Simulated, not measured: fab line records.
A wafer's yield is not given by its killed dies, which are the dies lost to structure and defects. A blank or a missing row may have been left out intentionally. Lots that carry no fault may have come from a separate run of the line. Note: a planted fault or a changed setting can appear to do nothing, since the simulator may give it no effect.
Chamber matching :: flow gf180mcu :: GF_V5_CMP_04 on cmp-01 has 4 sister chambers
The step polishes SiO2. 8 wafers are shown with their chamber, then 6 later ones without.

## WAFERS WITH THEIR CHAMBER
wafer: L810.5
chamber: 1
motor current A (A): 12.3

wafer: L813.1
chamber: 2
motor current A (A): 12.8

wafer: L813.4
chamber: 3
motor current A (A): 14.4

wafer: L815.1
chamber: 0
motor current A (A): 11.5

wafer: L815.3
chamber: 3
motor current A (A): 13.1

wafer: L815.6
chamber: 2
motor current A (A): 12.0

wafer: L818.1
chamber: 0
motor current A (A): 11.5

wafer: L818.4
chamber: 1
motor current A (A): 12.1

## WAFERS WITHOUT THEIR CHAMBER
wafer: L818.6
motor current A (A): 13.9

wafer: L828.2
motor current A (A): 14.0

wafer: L828.5
motor current A (A): 13.1

wafer: L829.2
motor current A (A): 11.0

wafer: L829.4
motor current A (A): 11.9

wafer: L829.6
motor current A (A): 14.0

## THE CHAMBER EACH PASSED THROUGH
wafer: L818.6
from the rows above: 3
in truth: 3

wafer: L828.2
from the rows above: 3
in truth: 3

wafer: L828.5
from the rows above: can't be placed: 3 or 2 or 1 or 0
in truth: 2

wafer: L829.2
from the rows above: can't be placed: 0 or 1 or 2
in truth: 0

wafer: L829.4
from the rows above: can't be placed: 1 or 0 or 2
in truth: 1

wafer: L829.6
from the rows above: 3
in truth: 3
Correct placement for 3 of the 6. From these rows, 3 cannot be placed; in 3 the true chamber is one of the candidates. Placed wrongly: 0.
How it was worked out, from the rows above alone: a wafer's distance from a chamber is the root of the sum, over the readings, of the square of ((its reading less the chamber's mean) divided by the reading's scatter). The wafer belongs to the nearest chamber; if the next one is less than 2 further off, it can't be placed. The mean given for a chamber averages the wafers shown for that chamber. The scatter: the root of (the sum of the squares of (reading less its chamber's mean) over the shown wafers, divided by (wafers less chambers)).
